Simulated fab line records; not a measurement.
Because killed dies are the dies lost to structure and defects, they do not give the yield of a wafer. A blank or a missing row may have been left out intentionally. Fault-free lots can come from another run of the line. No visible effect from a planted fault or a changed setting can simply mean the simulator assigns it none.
Comparing a struck lot with a sound one | flow sky130 | 14 steps out of a route of 708
Sound: the wafers L469.1, L469.3, L469.6. Wafers struck: L473.3, L473.4, L473.5. Last of all comes the cause.
Order at every step that has rows: each side's tool, ch and its chambers, its first start. Under that, the readings that differ: sound wafers | struck wafers | difference of the means | sigmas: that difference in standard deviations of wafers without a fault.
alike: readings whose means differ by less than 2 such deviations, and words and numbers that are the same on both sides. not compared: withheld readings, readings that some wafer has no value for, bounds like >300 that may hide the same value, and numbers for which the record gives no deviation and whose values overlap.
A row with sigmas, a row that says differs or no value, or rows on one side alone: a step with any of these is where the two part. When numbers do not overlap yet have no deviation, they are printed without sigmas and do not part them. Lack of a reading on every wafer of one side parts them only where that side has two or more wafers.

SKY_POLY_GATE_CD_MEAS_22:
  sound on cdSem-02, day 20 08:16; struck on cdSem-01, day 21 06:32
reading   | sound       | struck      | difference | sigmas
cdNm (nm) | 158 155 153 | 152 148 146 | -7         | -2
then, 7 steps without rows for these wafers: SKY_LDD_N_DEHYDRATE_00 (time 60 s); SKY_LDD_N_HMDS_01 (prime time 60 s); SKY_LDD_N_COAT_02 (resist thk 300 nm); SKY_LDD_N_SOFTBAKE_03 (time 60 s); SKY_LDD_N_EXPOSE_04 (exposes mask NTM, target cd 840 nm); SKY_LDD_N_PEB_05; SKY_LDD_N_DEVELOP_06 (develop time 60 s).
SKY_LDD_N_OVL_MEAS_07:
  sound on overlay-01, day 21 15:20; struck on overlay-01, day 22 12:48
  alike: LDD_N_OVL
then, 3 steps without rows for these wafers: SKY_LDD_N_IMPLANT_08; SKY_LDD_N_IMPLANT_09; SKY_LDD_N_IMPLANT_10.
SKY_LDD_N_IMPLANT_11:
  sound on implanter-02 ch 0, day 21 15:49; struck on implanter-02 ch 0, day 22 13:19
reading          | sound                       | struck                        | difference | sigmas
doseIonsCm2      | 7.495e+13 7.5e+13 7.502e+13 | 8.016e+13 8.029e+13 8.028e+13 | +5.253e+12 | +63
faradayCurrentUA | 420 407 421                 | 469 450 454                   | +42        | +5
after that, 1 step had no rows for these wafers: SKY_LDD_N_IMPLANT_12.

== WHERE THEY PART ==
At SKY_POLY_GATE_CD_MEAS_22 first; at SKY_LDD_N_IMPLANT_11 last (within this record only).

WHY: the cause the simulator had injected
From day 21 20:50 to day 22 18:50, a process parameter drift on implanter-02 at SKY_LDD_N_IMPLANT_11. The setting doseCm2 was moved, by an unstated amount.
